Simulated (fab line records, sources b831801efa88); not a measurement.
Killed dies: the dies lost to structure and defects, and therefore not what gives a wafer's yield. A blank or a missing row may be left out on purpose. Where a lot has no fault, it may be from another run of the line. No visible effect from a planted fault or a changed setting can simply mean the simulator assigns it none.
Which tool did it? -- flow sfqLine -- 7 lots, 21 wafers sampled, at 2 steps of a route of 325

## WHAT EACH GAUGE READ, for each wafer
SFQ_R5_THK_MEAS_934: measures by xrf.
lot,measured,on,R5_MONX_THK (nm)
L387,day 57 07:08,filmMetro-01,40.3 40.0 40.4
L389,day 57 10:08,filmMetro-02,40.1 40.1 39.5
L391,day 63 08:07,filmMetro-03,39.1 39.8 39.7
L399,day 66 09:53,filmMetro-02,40.5 40.4 40.7
L405,day 71 18:29,filmMetro-01,39.6 39.3 39.9
L407,day 72 01:40,filmMetro-03,39.8 39.9 39.7
L409,day 73 08:44,filmMetro-02,40.0 39.4 39.4

## EACH LOT AND THE TOOL THAT RAN IT (in order: tool; ch and the chambers of the sampled wafers; start)
lot,SFQ_TRILAYER_I4_CMP_CMP_100
L387,"cmp-01 ch 0,1,2, day 49 13:36"
L389,"cmp-01 ch 1,2,3, day 50 10:30"
L391,"cmp-02 ch 0,1,3, day 51 09:03"
L399,"cmp-01 ch 1,2,3, day 54 14:57"
L405,"cmp-01 ch 0,1,3, day 55 17:30"
L407,"cmp-02 ch 2,3, day 56 03:44"
L409,"cmp-01 ch 1,2,3, day 57 23:31"
- SFQ_TRILAYER_I4_CMP_CMP_100: polishes SiO2.

## THE ANSWER, worked out from the rows above alone
Rule: the lots themselves supply what counts as usual. The widest of any qualifying gaps counts: lots, ordered by their means at a reading, are off when they make up no more than a third of the lots, leave a main group of 4 or more, and stand apart from it by 3 or more times the standard deviation of that group's means. A main group whose means are all the same, to the digits that the tables above print for the reading, isn't used. Also off: a lot with no number at a reading for which 4 or more lots have one. Any other lot the step has rows for is counted as sound.
No lot is off on any of the readings shown, so nothing can be concluded from this.

## WHAT HAD BEEN PUT IN BY THE SIMULATOR
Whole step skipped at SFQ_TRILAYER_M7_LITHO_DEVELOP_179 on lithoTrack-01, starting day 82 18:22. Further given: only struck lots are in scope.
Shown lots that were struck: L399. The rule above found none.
